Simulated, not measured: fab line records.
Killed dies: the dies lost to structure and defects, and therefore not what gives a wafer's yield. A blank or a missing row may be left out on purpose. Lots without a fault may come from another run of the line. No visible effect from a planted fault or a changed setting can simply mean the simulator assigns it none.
Check of tool commonality -- flow gf180mcu -- 12 lots and 36 wafers in the sample

WHAT PROMPTED THE OPENING
GF_PASSIVATION_THK_MEAS_01, reading PASSIVATION_CVD_00_THK: flagged on 2 of 12 lots. No-fault wafers: 992 nm, standard deviation 13.
Rule: flag the lot when none of its wafers has a number, or when each of its wafers that has one lies beyond 4 standard deviations from that mean. The other lots count as sound.

lot,measured,on,"PASSIVATION_CVD_00_THK (nm), wafer by wafer",flag
L718,day 28 03:07,film-metro-02,980 982 986,
L721,day 29 07:32,film-metro-04,997 1005 1009,
L722,day 29 08:10,film-metro-04,988 989 992,
L724,day 30 03:25,film-metro-04,429 433 446,FLAGGED
L725,day 30 11:16,film-metro-01,969 993 1000,
L726,day 30 13:07,film-metro-04,436 441 432,FLAGGED
L729,day 31 09:54,film-metro-01,992 996 981,
L736,day 33 00:27,film-metro-04,998 987 1007,
L737,day 33 06:33,film-metro-04,998 1006 991,
L738,day 33 09:43,film-metro-04,975 992 988,
L739,day 33 16:58,film-metro-04,982 1006 1011,
L741,day 34 00:24,film-metro-04,983 985 972,
Average over the flagged lots: 436 nm; offset from the usual -556 nm, equal to -43 standard deviations.

EACH LOT AND THE TOOL IT RAN ON
2 process steps preceding the reading are held in the record, out of 602 steps in the route. Each cell gives the tool, then ch followed by the chambers the sampled wafers passed through, then the start.
lot,flag,GF_M3_SPUTTER_01,GF_PASSIVATION_CVD_00
L718,,"pvd-sputter-02, day 20 05:53","pecvd-04 ch 0,1, day 28 03:02"
L721,,"pvd-sputter-02, day 21 10:56","pecvd-03 ch 0,2, day 29 07:26"
L722,,"pvd-sputter-02, day 21 18:45","pecvd-04 ch 0,2, day 29 08:05"
L724,FLAGGED,"pvd-sputter-02, day 22 19:03","pecvd-04 ch 0,1,2, day 30 03:20"
L725,,"pvd-sputter-03, day 23 04:11","pecvd-01 ch 0,1,2, day 30 11:11"
L726,FLAGGED,"pvd-sputter-04, day 23 07:26","pecvd-04 ch 0,1,2, day 30 13:02"
L729,,"pvd-sputter-04, day 24 10:42","pecvd-01 ch 0,1,2, day 31 09:48"
L736,,"pvd-sputter-02, day 26 09:09","pecvd-03 ch 0,1, day 33 00:22"
L737,,"pvd-sputter-02, day 26 16:18","pecvd-04 ch 1,2, day 33 06:27"
L738,,"pvd-sputter-03, day 26 20:47","pecvd-04 ch 1,2, day 33 09:37"
L739,,"pvd-sputter-04, day 27 05:42","pecvd-04 ch 1,2, day 33 16:53"
L741,,"pvd-sputter-02, day 27 16:03","pecvd-01 ch 0,1,2, day 34 00:20"
What these steps do:
- GF_M3_SPUTTER_01: material TiN, target thk 30 nm, time 25 s.
- GF_PASSIVATION_CVD_00: deposits SiO2 from TEOS, target thk 1000 nm, time 111.95 s.
- GF_PASSIVATION_THK_MEAS_01

FLAGGED AGAINST TOTAL, ONE TOOL AT A TIME (gauges that did the reading follow at the end)
step,tool,lots run,flagged,share of the flagged lots,sound lots run after its first flagged lot
GF_M3_SPUTTER_01,pvd-sputter-02,7,1,some,"3 (L736,L737,L741)"
GF_M3_SPUTTER_01,pvd-sputter-03,2,0,none,-
GF_M3_SPUTTER_01,pvd-sputter-04,3,1,some,"2 (L729,L739)"
GF_PASSIVATION_CVD_00,pecvd-01,3,0,none,-
GF_PASSIVATION_CVD_00,pecvd-03,2,0,none,-
GF_PASSIVATION_CVD_00,pecvd-04,7,2,all,"3 (L737,L738,L739)"
GF_PASSIVATION_THK_MEAS_01,film-metro-01,2,0,none,-
GF_PASSIVATION_THK_MEAS_01,film-metro-02,1,0,none,-
GF_PASSIVATION_THK_MEAS_01,film-metro-04,9,2,all,"5 (L736,L737,L738,L739,L741)"

WHAT IS ALLOWED BY THE TABLE
Rows of the table that ran all the flagged lots, 2 in number: pecvd-04 at GF_PASSIVATION_CVD_00; film-metro-04 at GF_PASSIVATION_THK_MEAS_01.
- pecvd-04 at GF_PASSIVATION_CVD_00: 2 of its 7 lots flagged. Sound lots ran on it after the first flagged one (L737, L738, L739), which a lasting fault on the whole tool wouldn't allow.
- film-metro-04 at GF_PASSIVATION_THK_MEAS_01: 2 of its 9 lots flagged. Sound lots ran on it after the first flagged one (L736, L737, L738, L739, L741), which a lasting fault on the whole tool wouldn't allow.
Not one row of the table ran every flagged lot while running no sound lot after the first.

WHAT HAD BEEN PUT IN BY THE SIMULATOR
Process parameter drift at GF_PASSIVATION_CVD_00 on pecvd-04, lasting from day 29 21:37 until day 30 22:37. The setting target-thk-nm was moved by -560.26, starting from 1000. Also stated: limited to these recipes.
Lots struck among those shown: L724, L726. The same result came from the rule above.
